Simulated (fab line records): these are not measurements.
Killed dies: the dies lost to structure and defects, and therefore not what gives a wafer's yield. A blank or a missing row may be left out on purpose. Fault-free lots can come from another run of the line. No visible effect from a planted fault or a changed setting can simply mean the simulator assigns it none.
Chamber matching ; flow sfq line ; SFQ_TRILAYER_I1_CMP_CMP_046 on cmp-01 has 4 sister chambers
The step polishes SiO2. 8 wafers are shown with their chamber, then 7 later ones without.

WAFERS WITH THEIR CHAMBER
wafer;chamber;motor current A (A);edge zone pressure frac
L999.3;1;9.6;1.002
L999.4;0;8.4;1.002
L109.3;1;9.8;0.985
L110.1;0;8.9;0.999
L110.4;3;10.6;1.001
L110.3;2;10.2;1.000
L112.2;2;10.0;0.999
L112.4;3;10.9;1.003

WAFERS WHOSE CHAMBER IS MISSING
wafer;motor current A (A);edge zone pressure frac
L112.6;8.4;1.003
L114.3;9.8;0.996
L114.5;9.8;1.000
L114.6;10.2;1.000
L117.3;9.3;1.000
L117.4;10.0;1.008
L117.5;9.7;1.005

CHAMBER TAKEN BY EACH
wafer;from the rows above;in truth
L112.6;0;0
L114.3;can't be placed: 1 or 2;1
L114.5;can't be placed: 1 or 2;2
L114.6;can't be placed: 2 or 3 or 1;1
L117.3;can't be placed: 1 or 0 or 2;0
L117.4;can't be placed: 2 or 1 or 3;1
L117.5;can't be placed: 1 or 2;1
Correct placement for 1 of the 7. Unplaceable from these rows: 6, with the true chamber sitting among the candidates in 6. Placed wrongly: 0.
How it was worked out, from the rows above alone: a wafer's distance from a chamber is the root of the sum, over the readings, of the square of ((its reading less the chamber's mean) divided by the reading's scatter). The wafer belongs to the nearest chamber; if the next one is less than 2 further off, it can't be placed. A chamber's mean is the mean of its shown wafers. The scatter: the root of (the sum of the squares of (reading less its chamber's mean) over the shown wafers, divided by (wafers less chambers)).
